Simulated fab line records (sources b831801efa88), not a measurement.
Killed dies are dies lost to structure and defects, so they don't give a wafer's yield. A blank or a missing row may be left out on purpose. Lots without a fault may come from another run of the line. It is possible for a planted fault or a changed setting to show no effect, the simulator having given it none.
Check for tools in common -- flow gf180mcu -- Sampled: 14 lots, 39 wafers

## REASON FOR OPENING
GF_NSD_OVL_MEAS_08, reading NSD_OVL: flagged on 2 of 14 lots. Fault-free wafers read -0.3 nm, with a standard deviation of 1.3.
Rule: a lot is flagged when every wafer of it that has a number lies more than 4 standard deviations from that mean, or none has a number. The rest of the lots are taken to be sound.

lot,measured,on,"NSD_OVL (nm), wafer by wafer",flag
L208,day 13 04:34,overlay-01,-0.3 -0.5 1.0,
L209,day 13 11:47,overlay-01,-0.9 -1.8 -2.5,
L210,day 13 17:24,overlay-02,0.7 0.2 1.5,
L211,day 14 04:53,overlay-02,1.0 1.0 -0.6,
L212,day 14 10:13,overlay-01,1.7 0.9,
L213,day 14 15:41,overlay-01,-1.1 -0.1 -0.1,
L214,day 15 05:05,overlay-02,0.6 -0.6 0.3,
L217,day 16 15:23,overlay-01,-3.0 -2.7 -3.4,
L218,day 17 13:54,overlay-01,-116.6 -116.9 -116.1,FLAGGED
L220,day 18 07:51,overlay-02,-117.1 -116.9 -117.2,FLAGGED
L223,day 18 22:39,overlay-01,-1.5 -0.3 1.1,
L226,day 19 09:11,overlay-01,-0.6 0.4,
L229,day 20 11:26,overlay-02,1.1 1.0 1.1,
L230,day 20 18:45,overlay-02,-2.1 -0.5,
Average over the flagged lots: -116.8 nm; offset from the usual -116.5 nm, equal to -90 standard deviations.

## WHICH TOOL RAN EACH LOT
The record keeps 1 process step preceding the reading, out of 602 steps on the route. Read each cell as the tool, then ch plus the chambers that the sampled wafers visited, then the start.
lot,flag,GF_NSD_EXPOSE_04
L208,,"ilineStepper-01 ch 0, day 12 19:07"
L209,,"ilineStepper-02 ch 0, day 13 02:11"
L210,,"ilineStepper-01 ch 0, day 13 07:13"
L211,,"ilineStepper-01 ch 0, day 13 18:46"
L212,,"ilineStepper-01 ch 0, day 13 23:53"
L213,,"ilineStepper-02 ch 0, day 14 05:52"
L214,,"ilineStepper-02 ch 0, day 14 18:35"
L217,,"ilineStepper-02 ch 0, day 16 04:35"
L218,FLAGGED,"ilineStepper-02 ch 0, day 17 02:30"
L220,FLAGGED,"ilineStepper-02 ch 0, day 17 20:12"
L223,,"ilineStepper-01 ch 0, day 18 10:55"
L226,,"ilineStepper-01 ch 0, day 18 21:01"
L229,,"ilineStepper-01 ch 0, day 19 23:59"
L230,,"ilineStepper-01 ch 0, day 20 06:38"
What these steps do:
- GF_NSD_EXPOSE_04: exposes mask Nplus, target cd 400 nm.
- GF_NSD_OVL_MEAS_08

## FLAGGED AGAINST TOTAL, ONE TOOL AT A TIME (gauges that did the reading follow at the end)
step,tool,lots run,flagged,share of the flagged lots,sound lots run after its first flagged lot
GF_NSD_EXPOSE_04,ilineStepper-01,8,0,none,-
GF_NSD_EXPOSE_04,ilineStepper-02,6,2,all,0
GF_NSD_OVL_MEAS_08,overlay-01,8,1,some,"2 (L223,L226)"
GF_NSD_OVL_MEAS_08,overlay-02,6,1,some,"2 (L229,L230)"

## THE TABLE: WHAT IT ALLOWS
All flagged lots share 1 row of the table, namely ilineStepper-02 at GF_NSD_EXPOSE_04.
- ilineStepper-02 at GF_NSD_EXPOSE_04 ran 6 lots, 2 of them flagged. Last sound lot L217 at day 16 04:35, first flagged lot L218 at day 17 02:30; a fault beginning in between fits.
Left over: one tool, ilineStepper-02 at GF_NSD_EXPOSE_04.

## WHAT THE SIMULATOR PUT IN
Scanner matching overlay: ilineStepper-02, from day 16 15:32 on, at GF_NSD_EXPOSE_04. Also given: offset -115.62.
Shown lots that were struck: L218, L220. This agrees with what the rule above found.
